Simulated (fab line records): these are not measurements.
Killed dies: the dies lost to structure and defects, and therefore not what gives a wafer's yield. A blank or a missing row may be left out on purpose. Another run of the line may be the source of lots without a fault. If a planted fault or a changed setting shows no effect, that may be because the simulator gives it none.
Which tool did it? -- flow gf180mcu -- 11 lots with 33 wafers sampled at 3 steps, on a route of 602 steps

== WHAT EACH GAUGE READ, for each wafer ==
GF_M1_RS_MEAS_05: the measuring method here is four-point-probe.
lot,measured,on,M1_ALCU_RS (ohm/sq)
L857,day 17 05:20,filmMetro-03,0.0700 0.0705 0.0697
L858,day 17 23:52,filmMetro-04,0.0686 0.0687 0.0691
L860,day 18 13:52,filmMetro-03,0.0697 0.0698 0.0698
L861,day 18 20:04,filmMetro-03,0.0703 0.0696 0.0692
L863,day 19 22:48,filmMetro-02,0.0686 0.0685 0.0689
L867,day 21 05:49,filmMetro-03,0.0695 0.0696 0.0686
L869,day 21 21:17,filmMetro-04,0.0691 0.0441 0.0695
L870,day 22 03:03,filmMetro-03,0.0682 0.0437 0.0685
L871,day 22 11:41,filmMetro-03,0.0691 0.0690 0.0690
L872,day 22 18:05,filmMetro-03,0.0697 0.0696 0.0687
L876,day 23 21:42,filmMetro-02,0.0687 0.0696 0.0690

== EACH LOT AND THE TOOL THAT RAN IT (in order: tool; ch and the chambers of the sampled wafers; start) ==
lot,GF_SALICIDE_SPUTTER_03,GF_M1_SPUTTER_02
L857,"pvdSputter-04, day 16 03:45","pvdSputter-04, day 17 05:14"
L858,"pvdSputter-03, day 16 21:53","pvdSputter-02, day 17 23:43"
L860,"pvdSputter-04, day 17 11:19","pvdSputter-03, day 18 13:45"
L861,"pvdSputter-03, day 17 17:16","pvdSputter-02, day 18 19:57"
L863,"pvdSputter-04, day 18 19:21","pvdSputter-04, day 19 22:43"
L867,"pvdSputter-03, day 20 02:19","pvdSputter-04, day 21 05:42"
L869,"pvdSputter-04, day 20 18:48","pvdSputter-04, day 21 21:12"
L870,"pvdSputter-01, day 21 00:35","pvdSputter-04, day 22 02:56"
L871,"pvdSputter-04, day 21 10:10","pvdSputter-02, day 22 11:35"
L872,"pvdSputter-01, day 21 15:37","pvdSputter-03, day 22 17:58"
L876,"pvdSputter-03, day 22 20:51","pvdSputter-03, day 23 21:34"
- GF_SALICIDE_SPUTTER_03: material TiN, target thk 20 nm, time 16.7 s.
- GF_M1_SPUTTER_02: material AlCu, target thk 450 nm, time 23.9 s.

== THE ANSWER, worked out from the rows above alone ==
Rule: usual is defined by the lots themselves. Put in order of their means at a reading, lots are off if they are a third of the lots or fewer, leave a main group of 4 or more, and stand apart from it by a gap of 3 or more times the standard deviation of the main group's means; of several such gaps the widest counts. Not used: any main group whose means are identical at the precision the tables above print for the reading. Also off: a lot with no number at a reading for which 4 or more lots have one. All remaining lots with rows at the step are treated as sound.
Off: L869, L870, seen at GF_M1_RS_MEAS_05 (M1_ALCU_RS). The main group: mean 0.0693 ohm/sq, standard deviation 0.00044.
A tool fits if, at a process step before that reading, it ran every lot that is off, and no sound lot after the first of them. Those tools and the gauges at GF_M1_RS_MEAS_05 are tried in the same way. One fits: GF_M1_SPUTTER_02 on pvdSputter-04. Its last sound lot is L867 (day 21 05:42), its first lot that is off L869 (day 21 21:12): a fault that began between those two fits.

== WHAT THE SIMULATOR HAD INSERTED ==
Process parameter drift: pvdSputter-04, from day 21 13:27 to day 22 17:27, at GF_M1_SPUTTER_02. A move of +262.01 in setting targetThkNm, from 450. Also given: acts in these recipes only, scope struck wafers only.
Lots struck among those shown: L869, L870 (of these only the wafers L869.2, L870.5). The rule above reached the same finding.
